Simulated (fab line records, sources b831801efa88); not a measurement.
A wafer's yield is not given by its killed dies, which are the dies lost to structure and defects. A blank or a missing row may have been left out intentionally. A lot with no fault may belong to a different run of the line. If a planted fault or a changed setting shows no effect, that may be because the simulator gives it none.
Comparing a struck lot with a sound one    flow sky130    26 out of 708 route steps
Sound: wafers L971.2, L971.3, L971.5. Wafers struck: L957.1, L957.3, L957.4. The cause comes at the end.
Per side, at each step with rows, come the tool, then ch with its chambers, and then its first start. Under that, the readings that differ: sound wafers    struck wafers    difference of the means    sigmas: that difference in standard deviations of wafers without a fault.
alike: same words and numbers on both sides, and readings whose means sit less than 2 such deviations apart. not compared: any withheld reading, any reading some wafer has no value for, any bound like >300 that may hide the same value, and any number with overlapping values for which the record gives no deviation.
Wherever a step has rows on one side only, a row that says differs or no value, or a row with sigmas, the two part there. Non-overlapping numbers with no deviation appear without sigmas and do not part them. Lack of a reading on every wafer of one side parts them only where that side has two or more wafers.

first, 9 steps without rows for these wafers: SKY_LI_CONTACT_ETCH_14 (etches BARC in N2/H2, stops on SiO2, time 45.9 s, target depth 60 nm); SKY_LI_CONTACT_ETCH_15 (etches PSG in C4F8/O2/Ar, stops on Si, target depth 600 nm); SKY_LI_CONTACT_STRIP_16 (strips in O2/N2); SKY_LI_CONTACT_CLEAN_17 (cleans in NMP, time 600 s); SKY_LI_CONTACT_PRE_CLEAN_18 (time 5.6 s); SKY_LI_CONTACT_SPUTTER_19 (material Ti, target thk 20 nm, time 106.37 s); SKY_LI_CONTACT_SPUTTER_20 (material TiN, target thk 20 nm, time 80 s); SKY_LI_CONTACT_CVD_21 (deposits W, target thk 400 nm, time 120.56 s); SKY_LI_CONTACT_CMP_24 (polishes, stops on PSG, t overpolish 20 s, target thk 0 nm).
SKY_LOCAL_INTERCONNECT_SPUTTER_00: material TiN, target thk 100 nm, time 83.3 s.
  sound on pvd-sputter-03 at day 36 17:29; struck on pvd-sputter-03 at day 32 01:17
reading                                                 sound                 struck             difference                     sigmas
susceptor-temp-C (C)                                    300.31 300.03 300.04  - - -              no value on the struck wafers  
model.TiN_of_LOCAL_INTERCONNECT_SPUTTER_00.thk-nm (nm)  103.6 103.7 103.5     97.95 97.49 98.08  -5.76                          
  alike: throttle-valve-pct
SKY_LOCAL_INTERCONNECT_RS_MEAS_01: uses a four-point probe to measure.
  sound on film-metro-01 at day 36 17:34; struck on film-metro-03 at day 32 01:22
reading                             sound              struck             difference  sigmas
LOCAL_INTERCONNECT_TIN_RS (ohm/sq)  13.63 13.63 13.65  14.46 14.51 14.42  +0.83       +4
SKY_LOCAL_INTERCONNECT_THK_MEAS_02: measures by xrf.
  sound on film-metro-01 at day 36 17:41; struck on film-metro-03 at day 32 01:29
reading                          sound              struck          difference  sigmas
LOCAL_INTERCONNECT_TIN_THK (nm)  101.9 101.9 102.1  96.0 95.8 96.0  -6.0        -4
then, 9 steps without rows for these wafers: SKY_LOCAL_INTERCONNECT_DEHYDRATE_03 (time 60 s); SKY_LOCAL_INTERCONNECT_HMDS_04 (prime time 60 s); SKY_LOCAL_INTERCONNECT_COAT_05 (resist thk 60 nm); SKY_LOCAL_INTERCONNECT_COAT_06 (resist thk 450 nm); SKY_LOCAL_INTERCONNECT_SOFTBAKE_07 (time 90 s); SKY_LOCAL_INTERCONNECT_EXPOSE_08 (exposes mask LI1M, target cd 170 nm); SKY_LOCAL_INTERCONNECT_PEB_09; SKY_LOCAL_INTERCONNECT_DEVELOP_10 (develop time 60 s); SKY_LOCAL_INTERCONNECT_ETCH_13 (etches BARC in N2/H2, stops on SiO2, time 45.9 s, target depth 60 nm).
SKY_LOCAL_INTERCONNECT_METAL_ETCH_14: etches TiN in Cl2/BCl3, stops on PSG, target depth 110 nm, time 31.4 s.
  sound on rie-metal-01 ch 0,1, day 37 19:52; struck on rie-metal-01 ch 0,1, day 33 04:45
reading                                         sound              struck             difference  sigmas
oes-product-au (a.u.)                           0.959 0.962 0.956  0.934 0.927 0.927  -0.030      -4
model.LOCAL_INTERCONNECT.feature-depth-nm (nm)  103.6 103.7 103.5  97.95 97.49 98.08  -5.76       
model.etch.depth-nm (nm)                        103.6 103.7 103.5  97.95 97.49 98.08  -5.76       
  alike: drypump-motor-current-A, throttle-valve-pct
  not compared: rf-hours-counter-h
then, 1 step without rows for these wafers: SKY_LOCAL_INTERCONNECT_STRIP_15 (strips in O2/N2).
SKY_LOCAL_INTERCONNECT_STRIP_16: strips in post etch residue remover, time 1200 s.
  sound on wet-bench-03 ch 1, day 37 20:01; struck on wet-bench-02 ch 0, day 33 04:54
reading                                                 sound            struck             difference  sigmas
model.TiN_of_LOCAL_INTERCONNECT_SPUTTER_00.thk-nm (nm)  103.2 103.3 103  97.54 97.08 97.66  -5.74       
then, 1 step without rows for these wafers: SKY_LOCAL_INTERCONNECT_CLEAN_17 (cleans in IPA, time 180 s).
-- the record jumps here: 14 days lie between the struck wafers' starts before and after (it left off in module LOCAL_INTERCONNECT and takes up again in module PAD_OPEN, whose first step shown is number 708 of the route) --
SKY_PAD_OPEN_PROBE_99:
  sound on prober-02 at day 50 23:07; struck on prober-01 at day 47 16:49
reading                         sound              struck             difference  sigmas
killed_at_M4_up                 5 4 6              1 1 1              -4          -2
model.etest.res-li.line-ohm-um  75.02 74.05 74.11  78.52 79.57 78.42  +4.44       
model.etest.res-li.rs-ohm-sq    12.56 12.61 12.62  13.39 13.43 13.38  +0.80       
  alike: killed_at_M0_to_M3, killed-at-contacts, killed-at-front-end, killed-at-other, killed-dies, killed-open, killed-short

WHERE THEY PART
Last at SKY_PAD_OPEN_PROBE_99 as far as this record goes, first at SKY_LOCAL_INTERCONNECT_SPUTTER_00.

WHY: the cause the simulator had injected
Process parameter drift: pvd-sputter-03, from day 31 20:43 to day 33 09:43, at SKY_LOCAL_INTERCONNECT_SPUTTER_00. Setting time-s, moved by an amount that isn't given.
